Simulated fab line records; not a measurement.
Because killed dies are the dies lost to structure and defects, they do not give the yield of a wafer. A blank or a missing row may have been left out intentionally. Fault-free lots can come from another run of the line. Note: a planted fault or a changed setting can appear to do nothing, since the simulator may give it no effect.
A lot that was struck, set against a sound lot :: flow sky130 :: 44 out of 708 route steps
Sound: the wafers L533.2, L533.3, L533.4. Wafers L543.1, L543.3, L543.4 were the ones struck. The cause is named last.
Per side, at each step with rows, come the tool, then ch with its chambers, and then its first start. Under that, the readings that differ: sound wafers :: struck wafers :: difference of the means :: sigmas: that difference in standard deviations of wafers without a fault.
alike: words and numbers the same on both sides, and readings whose means are apart by under 2 such deviations; not compared: readings that were withheld, readings missing a value for some wafer, numbers with overlapping values and no deviation given by the record, and bounds like >300 which may hide the same value.
A row with sigmas, a row that says differs or no value, or rows on one side alone: a step with any of these is where the two part. When numbers do not overlap yet have no deviation, they are printed without sigmas and do not part them. A reading that every wafer of one side lacks parts them only if that side has two wafers or more.

first, 8 steps without rows for these wafers: SKY_LDD_N_IMPLANT_08; SKY_LDD_N_IMPLANT_09; SKY_LDD_N_IMPLANT_10; SKY_LDD_N_IMPLANT_11; SKY_LDD_N_IMPLANT_12; SKY_LDD_N_IMPLANT_13; SKY_LDD_N_IMPLANT_14; SKY_LDD_N_IMPLANT_15.
SKY_LDD_N_STRIP_16: strips in O2/N2.
  sound on plasmaAsher-03 ch 0,1, day 19 19:33; struck on plasmaAsher-02 ch 0,1, day 23 14:45
  alike: drypumpMotorCurrentA, oesProductAu, stripTimeToEndpointS
  not compared: rfHoursCounterH
SKY_LDD_N_TW_MEAS_17:
  sound on filmMetro-02, day 19 19:40; struck on filmMetro-01, day 23 14:51
  alike: LDD_N_TW
then, 2 steps without rows for these wafers: SKY_LDD_P_DEHYDRATE_00 (time 60 s); SKY_LDD_P_HMDS_01 (prime time 60 s).
SKY_LDD_P_COAT_02: resist thk 1140 nm.
  struck on lithoTrack-01, day 24 06:10; sound on lithoTrack-04 ch 0, day 20 11:17
  no value came back on the struck wafers for chillPlateTempC (C), dispensePressureKPa (kPa); on the sound wafers chillPlateTempC (C) reads 23.09 22.95 23.15
then, 4 steps without rows for these wafers: SKY_LDD_P_SOFTBAKE_03 (time 60 s); SKY_LDD_P_EXPOSE_04 (exposes mask PSDM, target cd 380 nm); SKY_LDD_P_PEB_05; SKY_LDD_P_DEVELOP_06 (develop time 60 s).
SKY_LDD_P_CD_MEAS_07: target cd 380 nm.
  sound on cdSem-02, day 21 02:11; struck on cdSem-01, day 24 20:40
reading: cdNm (nm)
sound: 381.3 382.9 381.9
struck: - - -
difference: no value on the struck wafers
sigmas: 
SKY_LDD_P_OVL_MEAS_08:
  sound on overlay-01, day 21 02:17; struck on overlay-02, day 24 20:47
reading: LDD_P_OVL (nm)
sound: 1.1 1.2 1.7
struck: - - -
difference: no value on the struck wafers
sigmas: 
following that, these wafers have no rows for 1 step: SKY_LDD_P_IMPLANT_09.
SKY_LDD_P_STRIP_10: strips in O2/N2.
  sound on plasmaAsher-03 ch 0,1, day 21 02:28; struck on plasmaAsher-01 ch 0,1, day 24 20:59
  no value came back on the struck wafers for oesProductAu (a.u.), stripTimeToEndpointS (s); on the sound wafers oesProductAu (a.u.) reads 0.721 0.717 0.718
  alike: drypumpMotorCurrentA
  not compared: rfHoursCounterH
SKY_LDD_P_TW_MEAS_11:
  sound on filmMetro-02, day 21 02:35; struck on filmMetro-04, day 24 21:05
  alike: LDD_P_TW
then, 7 steps without rows for these wafers: SKY_LDD_HVN_DEHYDRATE_00 (time 60 s); SKY_LDD_HVN_HMDS_01 (prime time 60 s); SKY_LDD_HVN_COAT_02 (resist thk 300 nm); SKY_LDD_HVN_SOFTBAKE_03 (time 60 s); SKY_LDD_HVN_EXPOSE_04 (exposes mask HVNTM, target cd 700 nm); SKY_LDD_HVN_PEB_05; SKY_LDD_HVN_DEVELOP_06 (develop time 60 s).
SKY_LDD_HVN_OVL_MEAS_07:
  sound on overlay-02, day 22 08:40; struck on overlay-01, day 26 00:43
  alike: LDD_HVN_OVL
following that, these wafers have no rows for 1 step: SKY_LDD_HVN_IMPLANT_08.
SKY_LDD_HVN_STRIP_09: strips in O2/N2.
  sound on plasmaAsher-01 ch 0,1, day 22 08:51; struck on plasmaAsher-04 ch 0,1, day 26 00:54
  alike: drypumpMotorCurrentA, oesProductAu, stripTimeToEndpointS
  not compared: rfHoursCounterH
SKY_LDD_HVN_TW_MEAS_10:
  sound on filmMetro-02, day 22 08:58; struck on filmMetro-04, day 26 01:00
  alike: LDD_HVN_TW
then, 7 steps without rows for these wafers: SKY_LDD_HVP_DEHYDRATE_00 (time 60 s); SKY_LDD_HVP_HMDS_01 (prime time 60 s); SKY_LDD_HVP_COAT_02 (resist thk 300 nm); SKY_LDD_HVP_SOFTBAKE_03 (time 60 s); SKY_LDD_HVP_EXPOSE_04 (exposes mask HVPTM, target cd 700 nm); SKY_LDD_HVP_PEB_05; SKY_LDD_HVP_DEVELOP_06 (develop time 60 s).
SKY_LDD_HVP_OVL_MEAS_07:
  sound on overlay-01, day 23 15:23; struck on overlay-01, day 27 04:46
reading: LDD_HVP_OVL (nm)
sound: 1.3 4.3 2.8
struck: 1.3 0.2 -1.1
difference: -2.7
sigmas: -2
following that, these wafers have no rows for 1 step: SKY_LDD_HVP_IMPLANT_08.
SKY_LDD_HVP_TW_MEAS_10:
  sound on filmMetro-03, day 23 15:40; struck on filmMetro-03, day 27 05:07
reading: LDD_HVP_TW
sound: 449 451 448
struck: 688 686 688
difference: +238
sigmas: +64
SKY_LDD_LDN_TW_MEAS_13:
  sound on filmMetro-02, day 24 22:25; struck on filmMetro-01, day 28 10:06
reading: LDD_LDN_TW
sound: 1472 1473 1459
struck: 1499 1505 1499
difference: +33
sigmas: +3

WHERE THEY PART
Earliest at SKY_LDD_P_COAT_02; latest, in this record, at SKY_LDD_LDN_TW_MEAS_13.

WHY: what the simulator had put in
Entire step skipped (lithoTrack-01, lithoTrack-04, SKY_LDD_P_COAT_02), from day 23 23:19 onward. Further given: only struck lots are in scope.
